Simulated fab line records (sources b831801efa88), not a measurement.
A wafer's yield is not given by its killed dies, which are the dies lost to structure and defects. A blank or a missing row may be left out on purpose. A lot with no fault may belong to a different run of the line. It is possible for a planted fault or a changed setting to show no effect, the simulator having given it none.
Chamber matching | flow sky130 | SKY_VIA2_CMP_02 on cmp-02 has 4 sister chambers
The step polishes SiO2. 8 wafers are shown with their chamber, then 7 later ones without.

## WAFERS PAIRED WITH THEIR CHAMBERS
wafer  | chamber | motorCurrentA (A) | slurryFilterDpKPa (kPa)
L297.1 | 0       | 12.6              | 13.41
L297.2 | 3       | 13.9              | 13.47
L297.3 | 2       | 13.3              | 13.48
L298.2 | 3       | 14.3              | 13.67
L298.4 | 1       | 11.8              | 13.45
L298.6 | 1       | 11.7              | 13.28
L301.1 | 0       | 12.9              | 13.72
L301.3 | 2       | 12.7              | 13.61

## WAFERS MISSING THEIR CHAMBER
wafer  | motorCurrentA (A) | slurryFilterDpKPa (kPa)
L301.4 | 11.4              | 13.59
L302.1 | 14.8              | 13.52
L302.4 | 12.3              | 13.60
L302.6 | 11.6              | 13.42
L303.3 | 13.9              | 13.63
L303.5 | 11.7              | 13.25
L303.6 | 13.2              | 13.59

## WHICH CHAMBER EACH WENT THROUGH
wafer  | from the rows above          | in truth
L301.4 | 1                            | 1
L302.1 | 3                            | 3
L302.4 | can't be placed: 0 or 1 or 2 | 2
L302.6 | 1                            | 1
L303.3 | 3                            | 3
L303.5 | 1                            | 1
L303.6 | can't be placed: 2 or 0      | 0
Correctly placed: 5 of 7. Not placeable from these rows: 2 (in 2, the candidates include the true chamber). Placed wrongly: 0.
How it was worked out, from the rows above alone: a wafer's distance from a chamber is the root of the sum, over the readings, of the square of ((its reading less the chamber's mean) divided by the reading's scatter). If the next closest chamber is less than 2 further off than the closest, the wafer can't be placed; otherwise it belongs to the closest. The mean given for a chamber averages the wafers shown for that chamber. The scatter: take each reading less its chamber's mean, square it, sum over the shown wafers, divide by the number of wafers less the number of chambers, and take the root.
